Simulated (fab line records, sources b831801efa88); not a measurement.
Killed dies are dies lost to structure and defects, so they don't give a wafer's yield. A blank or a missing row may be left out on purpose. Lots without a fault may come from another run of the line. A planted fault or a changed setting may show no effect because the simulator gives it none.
Which tool did it? | flow gf180mcu | 15 lots, 45 wafers sampled, at 5 steps of a route of 602

WHAT THE GAUGES READ, wafer by wafer
GF_PSD_OVL_MEAS_08.
lot  | measured     | on         | PSD_OVL (nm)
L822 | day 14 10:43 | overlay-01 | 1.9 1.2 3.6
L824 | day 15 02:04 | overlay-01 | 0.0 2.0 1.1
L825 | day 15 06:01 | overlay-01 | 1.2 0.8 0.7
L827 | day 15 19:22 | overlay-02 | -1.0 0.0 -2.8
L829 | day 16 15:04 | overlay-02 | 0.2 0.0 0.5
L830 | day 17 02:28 | overlay-02 | 0.9 -1.8 -2.8
L833 | day 17 23:49 | overlay-01 | 2.4 3.8 2.6
L834 | day 18 07:04 | overlay-01 | 0.7 1.3 0.5
L835 | day 18 17:37 | overlay-02 | 1.4 1.2 0.8
L837 | day 19 10:58 | overlay-02 | -1.0 -0.1 0.6
L838 | day 19 21:06 | overlay-02 | -0.3 -0.3 -0.7
L842 | day 21 03:43 | overlay-01 | 1.2 0.4 1.0
L843 | day 21 14:25 | overlay-01 | 2.2 -0.2 0.3
L844 | day 21 19:27 | overlay-01 | 1.8 0.1 -0.2
L845 | day 22 03:16 | overlay-01 | -0.4 0.6 0.7

GF_CONTACT_OVL_MEAS_15.
lot  | measured     | on         | CONTACT_OVL (nm)
L822 | day 16 07:40 | overlay-01 | -9 -9 -5
L824 | day 17 00:46 | overlay-02 | 5 9 9
L825 | day 17 05:22 | overlay-01 | 9 0 4
L827 | day 17 19:28 | overlay-01 | -4 0 1
L829 | day 18 17:15 | overlay-02 | -3 -5 2
L830 | day 19 04:35 | overlay-01 | -4 1 -3
L833 | day 20 01:55 | overlay-01 | -2 1 0
L834 | day 20 09:42 | overlay-02 | 1 -4 -1
L835 | day 20 19:28 | overlay-01 | 7 11 5
L837 | day 21 13:58 | overlay-01 | -6 -10 -8
L838 | day 21 23:40 | overlay-02 | 1 -2 2
L842 | day 23 04:21 | overlay-02 | 3 12 11
L843 | day 23 14:52 | overlay-01 | -3 -5 0
L844 | day 23 19:51 | overlay-01 | 1 -4 0
L845 | day 24 03:22 | overlay-01 | -10 -12 -2

GF_M1_RS_MEAS_05: measures by four-point-probe.
lot  | measured     | on            | M1_ALCU_RS (ohm/sq)
L822 | day 16 09:05 | film_metro-02 | 0.0691 0.0690 0.0697
L824 | day 17 02:10 | film_metro-03 | 0.0713 0.0711 0.0709
L825 | day 17 06:47 | film_metro-03 | 0.0687 0.0682 0.0690
L827 | day 17 21:00 | film_metro-04 | 0.0687 0.0682 0.0679
L829 | day 18 18:39 | film_metro-02 | 0.0694 0.0693 0.0693
L830 | day 19 06:02 | film_metro-03 | 0.0695 0.0691 0.0694
L833 | day 20 03:19 | film_metro-04 | 7.0455 7.0780 7.0889
L834 | day 20 11:07 | film_metro-04 | 7.1490 7.1343 7.1425
L835 | day 20 20:54 | film_metro-04 | 7.0786 7.1568 7.0788
L837 | day 21 15:23 | film_metro-03 | 0.0696 0.0698 0.0696
L838 | day 22 01:10 | film_metro-03 | 0.0694 0.0690 0.0690
L842 | day 23 05:50 | film_metro-02 | 0.0705 0.0699 0.0701
L843 | day 23 16:27 | film_metro-02 | 0.0698 0.0700 0.0697
L844 | day 23 21:20 | film_metro-03 | 0.0692 0.0691 0.0691
L845 | day 24 04:52 | film_metro-03 | 0.0689 0.0685 0.0683

GF_M1_THK_MEAS_06: measures by xrf.
lot  | measured     | on            | M1_ALCU_THK (nm)
L822 | day 16 09:11 | film_metro-02 | 438 439 432
L824 | day 17 02:17 | film_metro-03 | 433 434 435
L825 | day 17 06:53 | film_metro-03 | 447 452 446
L827 | day 17 21:06 | film_metro-04 | 447 448 450
L829 | day 18 18:46 | film_metro-02 | 437 437 438
L830 | day 19 06:07 | film_metro-03 | 445 448 444
L833 | day 20 03:26 | film_metro-04 | <0 <0 <0
L834 | day 20 11:14 | film_metro-04 | <0 <0 <0
L835 | day 20 21:01 | film_metro-04 | <0 <0 <0
L837 | day 21 15:29 | film_metro-03 | 442 439 442
L838 | day 22 01:17 | film_metro-03 | 441 445 445
L842 | day 23 05:58 | film_metro-02 | 433 434 433
L843 | day 23 16:34 | film_metro-02 | 435 431 438
L844 | day 23 21:28 | film_metro-03 | 443 445 445
L845 | day 24 04:59 | film_metro-03 | 445 449 449

WHICH TOOL RAN EACH LOT (tool, then ch and the chambers of the sampled wafers, then the start)
lot  | GF_M1_SPUTTER_02
L822 | pvd_sputter-03, day 16 08:58
L824 | pvd_sputter-01, day 17 02:05
L825 | pvd_sputter-03, day 17 06:40
L827 | pvd_sputter-03, day 17 20:52
L829 | pvd_sputter-03, day 18 18:34
L830 | pvd_sputter-04, day 19 05:53
L833 | pvd_sputter-03, day 20 03:13
L834 | pvd_sputter-03, day 20 11:01
L835 | pvd_sputter-03, day 20 20:47
L837 | pvd_sputter-01, day 21 15:16
L838 | pvd_sputter-04, day 22 01:05
L842 | pvd_sputter-04, day 23 05:45
L843 | pvd_sputter-03, day 23 16:20
L844 | pvd_sputter-01, day 23 21:15
L845 | pvd_sputter-04, day 24 04:46
- GF_M1_SPUTTER_02: material AlCu, target thk 450 nm, time 23.9 s.

WHAT THE TOOLS THEMSELVES READ (means of the sampled wafers that have a number; where no wafer has one, the mark that the record gives instead)
GF_M1_SPUTTER_02.
lot  | tool           | cathode_dc_power_W (W) | chamber_pressure_pa (Pa) | throttle_valve_pct (%)
L822 | pvd_sputter-03 | 10601                  | 0.3998                   | 30.4
L824 | pvd_sputter-01 | 10600                  | 0.4007                   | 30.4
L825 | pvd_sputter-03 | 10600                  | 0.4003                   | 29.9
L827 | pvd_sputter-03 | 10600                  | 0.4010                   | 30.6
L829 | pvd_sputter-03 | 10600                  | 0.4009                   | 29.3
L830 | pvd_sputter-04 | 10598                  | 0.4012                   | 30.7
L833 | pvd_sputter-03 | -                      | -                        | -
L834 | pvd_sputter-03 | -                      | -                        | -
L835 | pvd_sputter-03 | -                      | -                        | -
L837 | pvd_sputter-01 | 10601                  | 0.4004                   | 30.5
L838 | pvd_sputter-04 | 10601                  | 0.3989                   | 28.6
L842 | pvd_sputter-04 | 10600                  | 0.4002                   | 30.7
L843 | pvd_sputter-03 | 10600                  | 0.4002                   | 30.5
L844 | pvd_sputter-01 | 10600                  | 0.4006                   | 30.4
L845 | pvd_sputter-04 | 10599                  | 0.3993                   | 30.8

THE ANSWER, worked out from the rows above alone
Rule: what is usual is taken from the lots themselves. Put in order of their means at a reading, lots are off if they are a third of the lots or fewer, leave a main group of 4 or more, and stand apart from it by a gap of 3 or more times the standard deviation of the main group's means; of several such gaps the widest counts. A main group whose means are all the same, to the digits that the tables above print for the reading, isn't used. A lot without any number at a reading at which 4 lots or more have one is off too. The other lots that the step has rows for count as sound. The gauges are gone through in route order, then the tools' own readings, and for those a lot's mean is taken as printed above. The first step at which some lot is off is used, and at that step the reading that is off furthest; a lot without a number counts as furthest.
Off: L833, L834, L835, at GF_M1_RS_MEAS_05 (M1_ALCU_RS). The main group: mean 0.0694 ohm/sq, standard deviation 0.00073.
A tool fits if, at a process step before that reading, it ran every lot that is off, and no sound lot after the first of them. The gauges at GF_M1_RS_MEAS_05 aren't tried: what is off there is off at GF_M1_SPUTTER_02 too, on other tools, and a gauge's error can't cause that. None of those tried fits.

WHAT THE SIMULATOR HAD PUT IN
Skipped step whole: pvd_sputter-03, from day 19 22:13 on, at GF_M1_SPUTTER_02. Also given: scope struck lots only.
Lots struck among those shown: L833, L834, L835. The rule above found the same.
